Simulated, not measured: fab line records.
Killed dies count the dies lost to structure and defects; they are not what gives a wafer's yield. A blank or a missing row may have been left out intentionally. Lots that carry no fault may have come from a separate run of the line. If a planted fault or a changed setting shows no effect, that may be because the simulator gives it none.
Which tool did it?	flow sky130	14 lots with 40 wafers sampled at 4 steps, on a route of 708 steps

## WHAT THE GAUGES READ, wafer by wafer
SKY_SONOS_ONO_THK_MEAS_01.
lot	measured	on	SONOS_ONO_OXIDATION_THK (nm)
L104	day 11 14:15	film-metro-04	2.57 2.56 2.60
L105	day 11 16:52	film-metro-02	2.60 2.58 2.67
L106	day 12 04:59	film-metro-02	2.48 2.48 2.46
L109	day 12 23:28	film-metro-01	2.56 2.55 2.60
L114	day 14 19:00	film-metro-04	2.54 2.61
L116	day 15 11:25	film-metro-04	2.62 2.58
L117	day 15 15:42	film-metro-02	2.62 2.59 2.55
L118	day 15 22:53	film-metro-02	2.56 2.67 2.64
L122	day 17 07:34	film-metro-01	2.63 2.70 2.68
L123	day 17 21:33	film-metro-04	2.56 2.61 2.61
L124	day 17 23:19	film-metro-02	2.62 2.50 2.72
L125	day 18 02:17	film-metro-02	2.59 2.54 2.61
L126	day 18 13:09	film-metro-04	2.53 2.53 2.61
L127	day 18 22:11	film-metro-04	2.50 2.57 2.61

SKY_SONOS_ONO_THK_MEAS_03.
lot	measured	on	SONOS_ONO_CVD_02_THK (nm)
L104	day 11 16:58	film-metro-04	10.57 10.45 10.46
L105	day 11 18:01	film-metro-02	10.54 10.41 10.45
L106	day 12 07:33	film-metro-01	10.37 10.51 10.37
L109	day 13 00:34	film-metro-02	10.52 10.52 10.46
L114	day 14 20:07	film-metro-02	10.46 10.39
L116	day 15 17:10	film-metro-01	10.46 10.47
L117	day 15 17:10	film-metro-02	10.77 10.64 10.75
L118	day 16 00:26	film-metro-02	10.80 10.69 10.75
L122	day 17 10:30	film-metro-04	10.64 10.69 10.57
L123	day 18 00:04	film-metro-04	10.60 10.69 10.66
L124	day 18 02:54	film-metro-01	10.45 10.41 10.38
L125	day 18 03:56	film-metro-04	10.46 10.47 10.44
L126	day 18 14:16	film-metro-04	10.37 10.37 10.37
L127	day 18 23:17	film-metro-01	10.43 10.71 10.48

SKY_POLY_GATE_CD_MEAS_22.
lot	measured	on	cd-nm (nm)
L104	day 16 12:16	cd-sem-01	148.8 147.6 149.4
L105	day 16 20:46	cd-sem-02	150.2 150.8 151.1
L106	day 17 11:32	cd-sem-02	147.7 147.3 147.5
L109	day 18 02:55	cd-sem-01	148.9 151.2 155.0
L114	day 20 04:23	cd-sem-02	148.2 148.9
L116	day 21 03:34	cd-sem-02	149.3 152.0
L117	day 21 05:11	cd-sem-02	148.7 147.9 147.9
L118	day 21 13:34	cd-sem-01	150.4 146.3 151.8
L122	day 23 01:18	cd-sem-01	149.3 150.3 151.8
L123	day 23 13:14	cd-sem-01	150.1 151.1 151.9
L124	day 23 15:37	cd-sem-01	150.2 148.8 150.8
L125	day 23 17:05	cd-sem-01	150.4 150.3 149.7
L126	day 24 03:20	cd-sem-02	153.6 153.6 153.3
L127	day 24 12:44	cd-sem-02	154.4 153.0 153.7

## WHICH TOOL RAN EACH LOT (tool, then ch and the chambers of the sampled wafers, then the start)
lot	SKY_POLY_GATE_ETCH_15
L104	rie-diel-03 ch 0,1, day 16 09:14
L105	rie-diel-03 ch 0,1,2, day 16 18:41
L106	rie-diel-03 ch 1,2, day 17 06:49
L109	rie-diel-01 ch 1,3, day 18 00:49
L114	rie-diel-03 ch 1,2, day 20 01:50
L116	rie-diel-03 ch 2, day 21 01:50
L117	rie-diel-03 ch 0,1,3, day 21 03:28
L118	rie-diel-04 ch 0,2,3, day 21 11:47
L122	rie-diel-01 ch 0,1,3, day 22 23:23
L123	rie-diel-03 ch 0,1,3, day 23 11:29
L124	rie-diel-03 ch 0,1,3, day 23 13:53
L125	rie-diel-03 ch 0,1,2, day 23 15:23
L126	rie-diel-01 ch 0,1, day 24 01:38
L127	rie-diel-03 ch 2,3, day 24 10:59
- SKY_POLY_GATE_ETCH_15: etches BARC in N2/H2, stops on SiO2, time 118.5 s, target depth 110 nm.

## WHAT THE TOOLS THEMSELVES READ (means of the sampled wafers that have a number; where no wafer has one, the mark that the record gives instead)
SKY_POLY_GATE_ETCH_15.
lot	tool	drypump-motor-current-A (A)	oes-product-au (a.u.)	run-length-s (s)	throttle-valve-pct (%)
L104	rie-diel-03	5.8	0.718	146.9	13.213
L105	rie-diel-03	6.0	0.718	147.0	13.205
L106	rie-diel-03	6.3	0.726	146.7	13.207
L109	rie-diel-01	5.6	0.719	147.1	13.207
L114	rie-diel-03	6.2	0.709	148.7	13.212
L116	rie-diel-03	6.3	0.714	148.6	13.209
L117	rie-diel-03	5.8	0.713	148.2	13.206
L118	rie-diel-04	5.6	0.711	146.7	13.215
L122	rie-diel-01	5.9	0.717	147.2	13.212
L123	rie-diel-03	5.8	0.717	146.8	13.223
L124	rie-diel-03	5.8	0.712	147.1	13.219
L125	rie-diel-03	5.9	0.717	147.1	13.213
L126	rie-diel-01	6.0	0.714	147.2	13.211
L127	rie-diel-03	6.1	0.718	146.9	13.215

## THE ANSWER, worked out from the rows above alone
Rule: usual is defined by the lots themselves. Put in order of their means at a reading, lots are off if they are a third of the lots or fewer, leave a main group of 4 or more, and stand apart from it by a gap of 3 or more times the standard deviation of the main group's means; of several such gaps the widest counts. If all means in a main group match to the digits the tables above print for the reading, that group is not used. A lot without any number at a reading at which 4 lots or more have one is off too. Where the step has rows for the other lots, those lots are counted as sound. First the gauges in route order, then the tools' own readings, where a lot's mean is used as printed above. At the first step where some lot is off, the reading lying furthest off is the one used; lots without a number count as furthest.
Off at SKY_POLY_GATE_ETCH_15 (run-length-s): L114, L116, L117. For the main group the mean is 147.0 s and the standard deviation 0.18.
A tool fits if, at that step or a process step before it, it ran every lot that is off, and no sound lot after the first of them. Of those tried, none fits.

## WHAT THE SIMULATOR PUT IN
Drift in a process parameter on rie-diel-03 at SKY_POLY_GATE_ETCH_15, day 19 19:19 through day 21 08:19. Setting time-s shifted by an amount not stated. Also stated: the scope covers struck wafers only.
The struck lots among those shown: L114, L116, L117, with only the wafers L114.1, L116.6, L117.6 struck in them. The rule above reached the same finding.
